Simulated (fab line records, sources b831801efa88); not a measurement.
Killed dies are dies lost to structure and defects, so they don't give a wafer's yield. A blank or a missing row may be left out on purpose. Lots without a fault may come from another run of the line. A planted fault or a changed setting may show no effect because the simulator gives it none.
Tool commonality check | flow gf180mcu | 11 lots, 33 wafers sampled

WHY IT WAS OPENED
At GF_VT_IMPLANT_TW_MEAS_21 the reading VT_IMPLANT_2_TW is flagged on 1 of 11 lots. Wafers without a fault read 1211, standard deviation 11.
Rule: a lot is flagged when every wafer of it that has a number lies more than 4 standard deviations from that mean, or none has a number. The other lots count as sound.

lot  | measured     | on            | VT_IMPLANT_2_TW, wafer by wafer | flag
L715 | day 6 14:07  | film_metro-03 | 1206 1204 1209                  |
L722 | day 8 06:09  | film_metro-03 | 1201 1208 1202                  |
L723 | day 8 18:55  | film_metro-01 | 30 30 30                        | FLAGGED
L727 | day 9 17:56  | film_metro-03 | 1205 1206 1204                  |
L729 | day 10 05:36 | film_metro-04 | 1208 1210 1206                  |
L730 | day 10 11:04 | film_metro-04 | 1209 1212 1207                  |
L731 | day 10 18:29 | film_metro-04 | 1207 1210 1202                  |
L732 | day 11 00:28 | film_metro-04 | 1208 1203 1203                  |
L733 | day 11 08:05 | film_metro-03 | 1202 1211 1206                  |
L734 | day 11 13:41 | film_metro-04 | 1195 1196 1201                  |
L737 | day 12 07:43 | film_metro-01 | 1231 1232 1235                  |
The numbers of the flagged lots are 30 on average: -1181 against the usual, or -99 or more standard deviations.

WHICH TOOL RAN EACH LOT
The record holds 1 process step before the reading, out of a route of 602 steps. In each cell: the tool, then ch and the chambers that the sampled wafers went through, then the start.
lot  | flag    | GF_VT_IMPLANT_EXPOSE_15
L715 |         | iline_stepper-02 ch 0, day 6 06:40
L722 |         | iline_stepper-01 ch 0, day 7 22:00
L723 | FLAGGED | iline_stepper-01 ch 0, day 8 10:44
L727 |         | iline_stepper-02 ch 0, day 9 09:42
L729 |         | iline_stepper-02 ch 0, day 9 20:40
L730 |         | iline_stepper-02 ch 0, day 10 01:40
L731 |         | iline_stepper-01 ch 0, day 10 09:06
L732 |         | iline_stepper-02 ch 0, day 10 15:03
L733 |         | iline_stepper-01 ch 0, day 10 22:18
L734 |         | iline_stepper-01 ch 0, day 11 04:41
L737 |         | iline_stepper-01 ch 0, day 11 21:44
What these steps do:
- GF_VT_IMPLANT_EXPOSE_15: exposes mask Nwell LV AREA, target cd 860 nm.
- GF_VT_IMPLANT_TW_MEAS_21

FLAGGED OVER TOTAL, TOOL BY TOOL (the gauges that took the reading come last)
step                     | tool             | lots run | flagged | share of the flagged lots | sound lots run after its first flagged lot
GF_VT_IMPLANT_EXPOSE_15  | iline_stepper-01 | 6        | 1       | all                       | 4 (L731,L733,L734,L737)
GF_VT_IMPLANT_EXPOSE_15  | iline_stepper-02 | 5        | 0       | none                      | -
GF_VT_IMPLANT_TW_MEAS_21 | film_metro-01    | 2        | 1       | all                       | 1 (L737)
GF_VT_IMPLANT_TW_MEAS_21 | film_metro-03    | 4        | 0       | none                      | -
GF_VT_IMPLANT_TW_MEAS_21 | film_metro-04    | 5        | 0       | none                      | -

WHAT THE TABLE ALLOWS
2 rows of the table ran every flagged lot: iline_stepper-01 at GF_VT_IMPLANT_EXPOSE_15, film_metro-01 at GF_VT_IMPLANT_TW_MEAS_21.
- iline_stepper-01 at GF_VT_IMPLANT_EXPOSE_15: 1 of its 6 lots flagged. Sound lots ran on it after the first flagged one (L731, L733, L734, L737), which a lasting fault on the whole tool wouldn't allow.
- film_metro-01 at GF_VT_IMPLANT_TW_MEAS_21: 1 of its 2 lots flagged. Sound lots ran on it after the first flagged one (L737), which a lasting fault on the whole tool wouldn't allow.
No row of the table ran every flagged lot and no sound lot after the first.

WHAT THE SIMULATOR HAD PUT IN
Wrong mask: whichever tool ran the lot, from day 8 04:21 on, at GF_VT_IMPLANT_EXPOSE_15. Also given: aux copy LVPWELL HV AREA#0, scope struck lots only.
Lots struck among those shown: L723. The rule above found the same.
